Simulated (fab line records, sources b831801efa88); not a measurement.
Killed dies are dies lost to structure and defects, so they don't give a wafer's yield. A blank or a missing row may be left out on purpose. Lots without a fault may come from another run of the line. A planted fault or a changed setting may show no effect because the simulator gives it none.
One fault seen from 2 desks | flow sky130 | each desk has only its own numbers; what lay behind them comes last

THE TOOL OWNER'S DESK: furnace-02
The tool's own readings at SKY_GATE_OXIDE_OXIDATION_16 (stabilise 600 s, purge 300 s, target thk 3.57 nm): means of the sampled wafers that have a number, for each lot that ran on this tool. A lot is out of limits, marked OUT, if its mean lies more than 4 standard deviations from the usual mean; the brackets give that distance.
Columns: A = spike_tc_bottom_C at SKY_GATE_OXIDE_OXIDATION_16, usual 818.7 C; B = spike_tc_centre_C at SKY_GATE_OXIDE_OXIDATION_16, usual 800.0 C; C = spike_tc_lower_C at SKY_GATE_OXIDE_OXIDATION_16, usual 800.9 C; D = spike_tc_top_C at SKY_GATE_OXIDE_OXIDATION_16, usual 812.4 C; E = spike_tc_upper_C at SKY_GATE_OXIDE_OXIDATION_16, usual 799.8 C; F = zone_power_top_pct at SKY_GATE_OXIDE_OXIDATION_16, usual 27.0 %; G = zone_power_upper_pct at SKY_GATE_OXIDE_OXIDATION_16, usual 14.59 %
lot  | first seen here | A               | B               | C                | D                | E                | F    | G
L429 | day 17 14:08    | 820.4           | 799.8           | 801.1            | 813.1            | 798.8            | 26.3 | 14.48
L430 | day 18 03:27    | 804.4 (-13) OUT | 786.1 (-15) OUT | 786.5 (-11) OUT  | 799.2 (-10) OUT  | 784.6 (-9.0) OUT | 25.4 | 14.08
L431 | day 18 16:35    | 805.3 (-12) OUT | 785.1 (-16) OUT | 788.4 (-9.6) OUT | 800.4 (-9.2) OUT | 785.0 (-8.7) OUT | 25.7 | 13.99
L432 | day 18 23:47    | 806.2 (-11) OUT | 785.8 (-16) OUT | 786.1 (-11) OUT  | 798.5 (-11) OUT  | 784.9 (-8.8) OUT | 25.6 | 14.08
L441 | day 22 05:19    | 819.2           | 799.6           | 802.0            | 812.9            | 798.7            | 26.2 | 14.60
This desk's finding: out of limits on L430, L431, L432; first on L430, day 18 03:27 (spike_tc_bottom_C at SKY_GATE_OXIDE_OXIDATION_16). In limits: L429, L441.

THE METROLOGY DESK
What the gauges read, lot by lot, whatever tool the lot ran on: means of the sampled wafers that have a number. A lot is out of limits, marked OUT, if its mean lies more than 4 standard deviations from the usual mean; the brackets give that distance.
Columns: A = GATE_OXIDE_OVL at SKY_GATE_OXIDE_OVL_MEAS_10, usual -0.5 nm; B = GATE_OXIDE_TW at SKY_GATE_OXIDE_TW_MEAS_14, usual 224.4
lot  | first seen here | A    | B
L426 | day 16 19:37    | -1.4 | 225.2
L429 | day 17 13:22    | -0.7 | 223.3
L430 | day 18 02:16    | -0.4 | 224.7
L431 | day 18 15:31    | -0.1 | 225.4
L432 | day 18 22:37    | -2.5 | 224.1
L439 | day 21 02:02    | -0.0 | 221.0
L441 | day 22 03:56    | 0.5  | 220.3
This desk's finding: nothing out of limits on any of the 7 lots.

PUT TOGETHER
The tool owner's desk could have raised an alarm at day 18 03:27, on L430, L431, L432.
The metrology desk saw nothing out of limits.
The metrology desk has L430, L431, L432 on record, within its limits.
Of the lots named, all ran SKY_GATE_OXIDE_OXIDATION_16 on furnace-02.

WHAT THE SIMULATOR HAD PUT IN
Process parameter drift: furnace-02, from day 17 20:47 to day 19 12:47, at SKY_GATE_OXIDE_OXIDATION_16. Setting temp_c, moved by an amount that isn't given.
Lots struck among those shown: L430, L431, L432.
Hours from the fault's start to each desk's first reading out of limits: the tool owner's desk, 7.
